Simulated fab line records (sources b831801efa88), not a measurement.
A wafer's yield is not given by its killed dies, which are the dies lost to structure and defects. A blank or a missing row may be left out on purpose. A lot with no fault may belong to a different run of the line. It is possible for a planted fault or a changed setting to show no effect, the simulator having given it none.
fab line records    flow gf180mcu
[record] lots = 5  wafers = 15  last-day = 32
route steps=602 shown CONTACT@299
lots that met no fault: taken from a fault-free run of the same line
start-h: hours from the record's first day to the start of the lot's first wafer shown    wait-h: time in hours since the lot's previous step    " unchanged from the row above    L1.1+2: a row that stands for several wafers    - either no value or no given start    * or withheld: withheld    < > ~ a bound
route shown NAME@n: a module of which the file shows steps, and the number in the route of the first    usual: average and standard deviation across the fault-free wafers    same: alike in all rows    chamber/n: place in a boat    sites: per-site readings    _std_site: standard deviation across them    _edge_site: the outer-site mean with the inner-site mean subtracted    radius-mm: how far each site lies from the wafer's centre    mask NAME#n: copy n    behind: the tool/chamber that last shaped the wafer    hold: cause of the lot's hold/its duration in hours/its outcome    device: transistor that didn't switch, given as n, p or np    end of line: tests run on the same wafers once the route is complete    a step without rows: its recipe alone    killed: dies that structure and defects cost at the first sort, which is not the same as the wafer's yield    map: dies across one wafer; x = killed, . = not, _ = none there
set.NAME: the setting that was run; set.NAME@STEP: the one run at that earlier step    model.NAME: the simulator's own value behind a step, which no gauge read
lots at selected steps of the route; one table per step, one row per wafer
services: when a tool's chamber went out of use (start-h, in hours from the record's first day, below 0 if earlier), for how many hours, and the reason
[[steps]]
[step GF_CONTACT_PEB_12]
[recipe] peb-temp-c = 135  peb-time-s = 90  resist = KrF
lot.wafer   tool            chamber  start-h  wait-h
L075.3+4+6  litho-track-01  0        -        -
L077.1+4+5  litho-track-04  0        -        -
L078.2+4+5  litho-track-04  0        -        -
L084.2+4+5  litho-track-01  0        -        -
L086.2+4+5  litho-track-04  0        -        -
[step GF_CONTACT_DEVELOP_13]
[recipe] develop-time-s = 60  resist = KrF  dev-temp-c = 21
lot.wafer   tool            chamber  start-h  wait-h
L075.3+4+6  litho-track-01  0        376.98   0.1
L077.1+4+5  litho-track-04  0        393.49   0.2
L078.2+4+5  litho-track-04  0        400.61   0.2
L084.2+4+5  litho-track-01  0        454.00   0.2
L086.2+4+5  litho-track-04  0        470.01   0.2
[step GF_CONTACT_CD_MEAS_14]
[recipe] target-cd-nm = 220
[usual] cd-nm = 220.3/1.5
lot.wafer  tool       chamber  start-h  wait-h  cd-nm
L075.3     cd-sem-02  -        377.12   0.1     217.5
L075.4     "          -        "        "       219.7
L075.6     "          -        "        "       219.5
L077.1     cd-sem-01  -        393.64   0.1     221.1
L077.4     "          -        "        "       218.8
L077.5     "          -        "        "       219.1
L078.2     cd-sem-02  -        400.76   0.1     217.8
L078.4     "          -        "        "       219.8
L078.5     "          -        "        "       218.2
L084.2     cd-sem-01  -        454.15   0.1     221.8
L084.4     "          -        "        "       221.3
L084.5     "          -        "        "       222.0
L086.2     cd-sem-01  -        470.16   0.1     219.5
L086.4     "          -        "        "       220.1
L086.5     "          -        "        "       218.9
[step GF_CONTACT_OVL_MEAS_15]
[usual] CONTACT_OVL = -1/5.7
lot.wafer  tool        chamber  start-h  wait-h  CONTACT_OVL[nm]
L075.3     overlay-02  -        377.21   0.1     1
L075.4     "           -        "        "       -12
L075.6     "           -        "        "       4
L077.1     overlay-01  -        393.76   0.1     -5
L077.4     "           -        "        "       4
L077.5     "           -        "        "       2
L078.2     overlay-02  -        400.86   0.1     1
L078.4     "           -        "        "       -11
L078.5     "           -        "        "       -1
L084.2     overlay-02  -        454.26   0.1     9
L084.4     "           -        "        "       4
L084.5     "           -        "        "       12
L086.2     overlay-01  -        470.26   0.1     -1
L086.4     "           -        "        "       -4
L086.5     "           -        "        "       0
[step GF_CONTACT_ETCH_16]
[recipe] chemistry = N2/H2  target-depth-a = withheld  overetch-a = withheld  time-s = withheld  target = BARC  ion-energy-ev = 200  source-w = 500  bias-w = 100  pressure-mtorr = 30  n2-flow-sccm = 100  h2-flow-sccm = 200
[usual] drypump-motor-current-A = 5.7/0.35  oes-product-au = 0.855/0.005  throttle-valve-pct = 13.225/0.009
lot.wafer  tool         chamber  start-h  wait-h  drypump-motor-current-A  oes-product-au  throttle-valve-pct
L075.3     rie-diel-04  2        377.24   0.0     6.0                      0.861           13.229
L075.4     "            3        "        "       6.2                      0.857           13.230
L075.6     "            2        "        "       6.0                      0.856           13.228
L077.1     rie-diel-04  3        393.79   0.0     6.2                      0.859           13.230
L077.4     "            2        "        "       6.1                      0.865           13.218
L077.5     "            3        "        "       6.2                      0.860           13.225
L078.2     rie-diel-01  3        400.89   0.0     5.4                      0.859           13.214
L078.4     "            1        "        "       6.3                      0.857           13.225
L078.5     "            3        "        "       5.4                      0.858           13.220
L084.2     rie-diel-01  0        454.29   0.0     5.6                      0.860           13.230
L084.4     "            2        "        "       4.9                      0.851           13.230
L084.5     "            3        "        "       5.4                      0.865           13.231
L086.2     rie-diel-03  2        470.29   0.0     5.6                      0.850           13.227
L086.4     "            0        "        "       5.6                      0.856           13.225
L086.5     "            1        "        "       5.6                      0.853           13.220
[step GF_CONTACT_ETCH_17]
[recipe] chemistry = C4F8/O2/Ar  mask-material = KrF  target = SiO2  stop-on = CoSi2  source-w = 1500  bias-w = 1200  pressure-mtorr = 40  c4f8-flow-sccm = withheld  O2_flow_sccm = 6  Ar_flow_sccm = 300  time-s = withheld  target-depth-a = 8600
[usual] oes-product-au = 0.815/0.0052
lot.wafer  tool         chamber  start-h  wait-h  oes-product-au
L075.3     rie-diel-04  2        -        -       0.815
L075.4     "            3        "        "       0.821
L075.6     "            2        "        "       0.825
L077.1     rie-diel-04  3        -        -       0.810
L077.4     "            2        "        "       0.813
L077.5     "            3        "        "       0.821
L078.2     rie-diel-01  3        -        -       0.822
L078.4     "            1        "        "       0.811
L078.5     "            3        "        "       0.820
L084.2     rie-diel-01  0        -        -       0.820
L084.4     "            2        "        "       0.819
L084.5     "            3        "        "       0.803
L086.2     rie-diel-03  2        -        -       0.808
L086.4     "            0        "        "       0.808
L086.5     "            1        "        "       0.810
[step GF_CONTACT_STRIP_18]
[recipe] chemistry = O2/N2  power-w = 1400  pressure-mtorr = 1500  platen-temp-c = 250  o2-flow-sccm = 3000  n2-flow-sccm = 300  overash-fraction = 0.5
[usual] drypump-motor-current-A = 5.80/0.22  heater-power-w = 345/17  o2-flow-sccm = 3000/7.6  oes-product-au = 0.580/0.0052
lot.wafer  tool             chamber  start-h  wait-h  drypump-motor-current-A  heater-power-w  o2-flow-sccm  oes-product-au  rf-hours-counter-h
L075.3     plasma-asher-02  1        377.43   -       6.13                     360             3000          0.573           -
L075.4     "                0        "        "       5.79                     322             3008          0.584           -
L075.6     "                0        "        "       5.80                     324             3005          0.577           -
L077.1     plasma-asher-02  0        393.96   -       5.79                     328             2998          0.583           24
L077.4     "                1        "        "       6.12                     358             2999          0.582           -
L077.5     "                0        "        "       5.80                     325             2980          0.576           -
L078.2     plasma-asher-03  0        401.06   -       5.84                     347             2999          0.579           79
L078.4     "                0        "        "       5.80                     349             2999          0.575           -
L078.5     "                0        "        "       5.81                     345             3016          0.580           -
L084.2     plasma-asher-04  0        454.45   -       5.97                     362             3001          0.587           71
L084.4     "                1        "        "       5.45                     372             2998          0.583           -
L084.5     "                1        "        "       5.43                     365             2996          0.590           -
L086.2     plasma-asher-04  0        470.45   -       5.94                     365             3008          0.578           72
L086.4     "                0        "        "       5.95                     365             3009          0.582           -
L086.5     "                0        "        "       5.95                     365             2995          0.591           -
[step GF_CONTACT_CLEAN_19]
[recipe] chemistry = SPM
lot.wafer   tool          chamber  start-h  wait-h
L075.3+4+6  wet-bench-04  0        377.50   0.0
L077.1+4+5  wet-bench-03  1        394.06   0.1
L078.2+4+5  wet-bench-02  3        401.16   0.1
L084.2+4+5  wet-bench-04  2        454.55   0.1
L086.2+4+5  wet-bench-03  2        470.55   0.1
[step GF_CONTACT_CLEAN_20]
[recipe] chemistry = DIW
lot.wafer   tool          chamber  start-h  wait-h
L075.3+4+6  wet-bench-03  0        377.59   0.0
L077.1+4+5  wet-bench-02  1        394.15   0.0
L078.2+4+5  wet-bench-03  1        401.25   0.0
L084.2+4+5  wet-bench-02  1        454.64   0.0
L086.2+4+5  wet-bench-04  0        470.65   0.0
[step GF_CONTACT_CLEAN_21]
[recipe] chemistry = dHF  time-s = 20  dilution = 100:1  dry = ipa-marangoni
lot.wafer   tool          chamber  start-h  wait-h
L075.3+4+6  wet-bench-02  1        377.68   0.0
L077.1+4+5  wet-bench-03  2        394.24   0.0
L078.2+4+5  wet-bench-02  3        401.34   0.0
L084.2+4+5  wet-bench-04  1        454.73   0.0
L086.2+4+5  wet-bench-03  0        470.74   0.0
[step GF_CONTACT_SPUTTER_22]
[recipe] material = Ti  target-thk-nm = 15  chamber-pressure-pa = 5  power-w = 2500  substrate-temp-c = 200  time-s = 80.02
[usual] throttle-valve-pct = 30.4/1.1
lot.wafer  tool            chamber  start-h  wait-h  throttle-valve-pct
L075.3     pvd-sputter-04  -        377.70   0.0     28.9
L075.4     "               -        "        "       29.7
L075.6     "               -        "        "       31.2
L077.1     pvd-sputter-03  -        394.25   0.0     30.1
L077.4     "               -        "        "       29.7
L077.5     "               -        "        "       29.6
L078.2     pvd-sputter-02  -        401.35   0.0     31.1
L078.4     "               -        "        "       32.7
L078.5     "               -        "        "       31.1
L084.2     pvd-sputter-03  -        454.75   0.0     29.8
L084.4     "               -        "        "       29.9
L084.5     "               -        "        "       29.1
L086.2     pvd-sputter-03  -        470.75   0.0     29.0
L086.4     "               -        "        "       29.9
L086.5     "               -        "        "       28.8
[[services]]
tool             chamber  start-h  hours  kind
rie-diel-03      3        357.81   9.8    repair
pvd-sputter-04   -        362.12   0.8    repair
rie-diel-03      3        367.60   -      clean
rie-diel-03      3        367.60   18.7   scheduled-down
pvd-sputter-04   -        369.17   2.0    repair
plasma-asher-02  -        382.33   7.3    repair
rie-diel-04      0        388.56   6.5    repair
rie-diel-03      2        403.76   4.2    repair
rie-diel-03      1        404.00   5.5    repair
plasma-asher-03  -        421.25   9.0    pm
rie-diel-04      2        423.29   4.6    repair
wet-bench-03     -        449.67   6.3    repair
rie-diel-01      1        453.75   -      clean
rie-diel-01      1        453.75   12.7   scheduled-down
rie-diel-01      1        453.75   12.7   vent-cycle
wet-bench-03     -        455.95   4.4    pm
pvd-sputter-02   -        457.59   5.3    repair
rie-diel-04      3        458.60   3.6    repair
rie-diel-04      3        462.21   -      clean
rie-diel-04      3        462.21   22.1   scheduled-down
rie-diel-04      3        462.21   22.1   vent-cycle
wet-bench-04     -        464.97   4.1    repair
rie-diel-03      3        469.10   11.1   repair
pvd-sputter-02   -        470.42   1.7    repair
[[key]]
fault none
